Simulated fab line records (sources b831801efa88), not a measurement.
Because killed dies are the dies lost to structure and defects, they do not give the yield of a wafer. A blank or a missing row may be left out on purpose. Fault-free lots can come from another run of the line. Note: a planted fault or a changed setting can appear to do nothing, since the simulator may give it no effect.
Which of the tools did it? || flow sky130 || 33 wafers from 11 lots sampled at 4 of the route's 708 steps

## WHAT THE GAUGES SHOWED, per wafer
SKY_CONTACT_THK_MEAS_01.
{"lot": "L684", "measured": "day 31 06:19", "on": "film_metro-01", "CONTACT_CVD_00_THK (nm)": "73.9 73.6 75.6"}
{"lot": "L685", "measured": "day 31 13:08", "on": "film_metro-04", "CONTACT_CVD_00_THK (nm)": "74.5 75.7 75.9"}
{"lot": "L686", "measured": "day 31 22:40", "on": "film_metro-02", "CONTACT_CVD_00_THK (nm)": "73.9 75.3 75.5"}
{"lot": "L687", "measured": "day 32 08:13", "on": "film_metro-02", "CONTACT_CVD_00_THK (nm)": "72.9 74.4 74.9"}
{"lot": "L692", "measured": "day 34 00:47", "on": "film_metro-04", "CONTACT_CVD_00_THK (nm)": "75.8 96.3 96.3"}
{"lot": "L693", "measured": "day 34 03:11", "on": "film_metro-04", "CONTACT_CVD_00_THK (nm)": "94.8 74.2 96.1"}
{"lot": "L701", "measured": "day 36 17:40", "on": "film_metro-01", "CONTACT_CVD_00_THK (nm)": "74.2 74.0 75.0"}
{"lot": "L704", "measured": "day 37 10:33", "on": "film_metro-02", "CONTACT_CVD_00_THK (nm)": "75.3 76.0 76.2"}
{"lot": "L705", "measured": "day 37 17:37", "on": "film_metro-02", "CONTACT_CVD_00_THK (nm)": "73.6 76.2 73.6"}
{"lot": "L706", "measured": "day 38 05:21", "on": "film_metro-02", "CONTACT_CVD_00_THK (nm)": "75.7 74.0 75.3"}
{"lot": "L707", "measured": "day 38 14:35", "on": "film_metro-01", "CONTACT_CVD_00_THK (nm)": "75.3 75.0 76.4"}

## EACH LOT AND THE TOOL THAT RAN IT (in order: tool; ch and the chambers of the sampled wafers; start)
{"lot": "L684", "SKY_LI_CONTACT_ETCH_14": "rie_diel-04 ch 0,1,2, day 29 23:43", "SKY_LI_CONTACT_CVD_21": "cvd_w-02 ch 1, day 30 00:20", "SKY_CONTACT_CVD_00": "pecvd-02 ch 0,1,2, day 31 06:16"}
{"lot": "L685", "SKY_LI_CONTACT_ETCH_14": "rie_diel-02 ch 0,1, day 30 06:04", "SKY_LI_CONTACT_CVD_21": "cvd_w-02 ch 0,1, day 30 06:40", "SKY_CONTACT_CVD_00": "pecvd-03 ch 0,2, day 31 13:05"}
{"lot": "L686", "SKY_LI_CONTACT_ETCH_14": "rie_diel-04 ch 0,1, day 30 16:59", "SKY_LI_CONTACT_CVD_21": "cvd_w-02 ch 0,1, day 30 17:35", "SKY_CONTACT_CVD_00": "pecvd-03 ch 0,1, day 31 22:37"}
{"lot": "L687", "SKY_LI_CONTACT_ETCH_14": "rie_diel-03 ch 1,3, day 31 02:31", "SKY_LI_CONTACT_CVD_21": "cvd_w-02 ch 0,1, day 31 03:05", "SKY_CONTACT_CVD_00": "pecvd-03 ch 0,1, day 32 08:11"}
{"lot": "L692", "SKY_LI_CONTACT_ETCH_14": "rie_diel-04 ch 0,2, day 32 19:13", "SKY_LI_CONTACT_CVD_21": "cvd_w-02 ch 0,1, day 32 19:50", "SKY_CONTACT_CVD_00": "pecvd-03 ch 0,2, day 34 00:44"}
{"lot": "L693", "SKY_LI_CONTACT_ETCH_14": "rie_diel-04 ch 0,2, day 32 20:38", "SKY_LI_CONTACT_CVD_21": "cvd_w-02 ch 0,1, day 32 21:13", "SKY_CONTACT_CVD_00": "pecvd-03 ch 0,2, day 34 03:08"}
{"lot": "L701", "SKY_LI_CONTACT_ETCH_14": "rie_diel-04 ch 0,2,3, day 35 12:35", "SKY_LI_CONTACT_CVD_21": "cvd_w-02 ch 0,1, day 35 13:09", "SKY_CONTACT_CVD_00": "pecvd-01 ch 1,2, day 36 17:37"}
{"lot": "L704", "SKY_LI_CONTACT_ETCH_14": "rie_diel-03 ch 0,2,3, day 36 05:58", "SKY_LI_CONTACT_CVD_21": "cvd_w-02 ch 0,1, day 36 06:32", "SKY_CONTACT_CVD_00": "pecvd-02 ch 1,2, day 37 10:31"}
{"lot": "L705", "SKY_LI_CONTACT_ETCH_14": "rie_diel-03 ch 0,1,2, day 36 12:46", "SKY_LI_CONTACT_CVD_21": "cvd_w-02 ch 0,1, day 36 13:20", "SKY_CONTACT_CVD_00": "pecvd-02 ch 0,1,2, day 37 17:35"}
{"lot": "L706", "SKY_LI_CONTACT_ETCH_14": "rie_diel-03 ch 1,2,3, day 37 00:25", "SKY_LI_CONTACT_CVD_21": "cvd_w-02 ch 0,1, day 37 00:58", "SKY_CONTACT_CVD_00": "pecvd-01 ch 0,1, day 38 05:19"}
{"lot": "L707", "SKY_LI_CONTACT_ETCH_14": "rie_diel-03 ch 2,3, day 37 08:56", "SKY_LI_CONTACT_CVD_21": "cvd_w-02 ch 0,1, day 37 09:30", "SKY_CONTACT_CVD_00": "pecvd-02 ch 1,2, day 38 14:32"}
- SKY_LI_CONTACT_ETCH_14: etches BARC in N2/H2, stops on SiO2, time 45.9 s, target depth 60 nm.
- SKY_LI_CONTACT_CVD_21: deposits W, target thk 400 nm, time 120.56 s.
- SKY_CONTACT_CVD_00: deposits Si3N4, target thk 75 nm.

## WHAT THE TOOLS THEMSELVES READ (means of the sampled wafers that have a number; where no wafer has one, the mark that the record gives instead)
SKY_LI_CONTACT_ETCH_14.
{"lot": "L684", "tool": "rie_diel-04", "drypump_motor_current_A (A)": 5.8, "oes_product_au (a.u.)": 0.857, "throttle_valve_pct (%)": 13.229}
{"lot": "L685", "tool": "rie_diel-02", "drypump_motor_current_A (A)": 5.3, "oes_product_au (a.u.)": 0.853, "throttle_valve_pct (%)": 13.230}
{"lot": "L686", "tool": "rie_diel-04", "drypump_motor_current_A (A)": 5.6, "oes_product_au (a.u.)": 0.850, "throttle_valve_pct (%)": 13.211}
{"lot": "L687", "tool": "rie_diel-03", "drypump_motor_current_A (A)": 6.0, "oes_product_au (a.u.)": 0.856, "throttle_valve_pct (%)": 13.227}
{"lot": "L692", "tool": "rie_diel-04", "drypump_motor_current_A (A)": 5.4, "oes_product_au (a.u.)": 0.856, "throttle_valve_pct (%)": 13.220}
{"lot": "L693", "tool": "rie_diel-04", "drypump_motor_current_A (A)": 5.4, "oes_product_au (a.u.)": 0.854, "throttle_valve_pct (%)": 13.223}
{"lot": "L701", "tool": "rie_diel-04", "drypump_motor_current_A (A)": 5.6, "oes_product_au (a.u.)": 0.854, "throttle_valve_pct (%)": 13.226}
{"lot": "L704", "tool": "rie_diel-03", "drypump_motor_current_A (A)": 5.7, "oes_product_au (a.u.)": 0.859, "throttle_valve_pct (%)": 13.227}
{"lot": "L705", "tool": "rie_diel-03", "drypump_motor_current_A (A)": 6.1, "oes_product_au (a.u.)": 0.855, "throttle_valve_pct (%)": 13.226}
{"lot": "L706", "tool": "rie_diel-03", "drypump_motor_current_A (A)": 5.9, "oes_product_au (a.u.)": 0.856, "throttle_valve_pct (%)": 13.222}
{"lot": "L707", "tool": "rie_diel-03", "drypump_motor_current_A (A)": 5.7, "oes_product_au (a.u.)": 0.850, "throttle_valve_pct (%)": 13.227}

SKY_LI_CONTACT_CVD_21.
{"lot": "L684", "tool": "cvd_w-02", "heater_power_w (W)": 932}
{"lot": "L685", "tool": "cvd_w-02", "heater_power_w (W)": 838}
{"lot": "L686", "tool": "cvd_w-02", "heater_power_w (W)": 885}
{"lot": "L687", "tool": "cvd_w-02", "heater_power_w (W)": 848}
{"lot": "L692", "tool": "cvd_w-02", "heater_power_w (W)": 849}
{"lot": "L693", "tool": "cvd_w-02", "heater_power_w (W)": 839}
{"lot": "L701", "tool": "cvd_w-02", "heater_power_w (W)": 849}
{"lot": "L704", "tool": "cvd_w-02", "heater_power_w (W)": 887}
{"lot": "L705", "tool": "cvd_w-02", "heater_power_w (W)": 891}
{"lot": "L706", "tool": "cvd_w-02", "heater_power_w (W)": 846}
{"lot": "L707", "tool": "cvd_w-02", "heater_power_w (W)": 887}

SKY_CONTACT_CVD_00.
{"lot": "L684", "tool": "pecvd-02", "heater_power_w (W)": 821}
{"lot": "L685", "tool": "pecvd-03", "heater_power_w (W)": 885}
{"lot": "L686", "tool": "pecvd-03", "heater_power_w (W)": 682}
{"lot": "L687", "tool": "pecvd-03", "heater_power_w (W)": 663}
{"lot": "L692", "tool": "pecvd-03", "heater_power_w (W)": 928}
{"lot": "L693", "tool": "pecvd-03", "heater_power_w (W)": 878}
{"lot": "L701", "tool": "pecvd-01", "heater_power_w (W)": 665}
{"lot": "L704", "tool": "pecvd-02", "heater_power_w (W)": 764}
{"lot": "L705", "tool": "pecvd-02", "heater_power_w (W)": 797}
{"lot": "L706", "tool": "pecvd-01", "heater_power_w (W)": 751}
{"lot": "L707", "tool": "pecvd-02", "heater_power_w (W)": 850}

## THE ANSWER, worked out from the rows above alone
Rule: what is usual is taken from the lots themselves. Put in order of their means at a reading, lots are off if they are a third of the lots or fewer, leave a main group of 4 or more, and stand apart from it by a gap of 3 or more times the standard deviation of the main group's means; of several such gaps the widest counts. A main group is skipped when, at the precision printed for the reading in the tables above, its means are all equal. A lot without any number at a reading at which 4 lots or more have one is off too. Where the step has rows for the other lots, those lots are counted as sound. Order of review: gauges by route order, followed by the tools' own readings, for which a lot's mean as printed above is used. At the first step where some lot is off, the reading lying furthest off is the one used; lots without a number count as furthest.
Off: L692, L693, at SKY_CONTACT_THK_MEAS_01 (CONTACT_CVD_00_THK). The main group: mean 74.9 nm, standard deviation 0.57.
A tool fits if, at a process step before that reading, it ran every lot that is off, and no sound lot after the first of them. Gauges at SKY_CONTACT_THK_MEAS_01: tried the same way as those tools. This does not decide it: 2 tools fit, namely pecvd-03 at SKY_CONTACT_CVD_00 and film_metro-04 at SKY_CONTACT_THK_MEAS_01.

## WHAT HAD BEEN PUT IN BY THE SIMULATOR
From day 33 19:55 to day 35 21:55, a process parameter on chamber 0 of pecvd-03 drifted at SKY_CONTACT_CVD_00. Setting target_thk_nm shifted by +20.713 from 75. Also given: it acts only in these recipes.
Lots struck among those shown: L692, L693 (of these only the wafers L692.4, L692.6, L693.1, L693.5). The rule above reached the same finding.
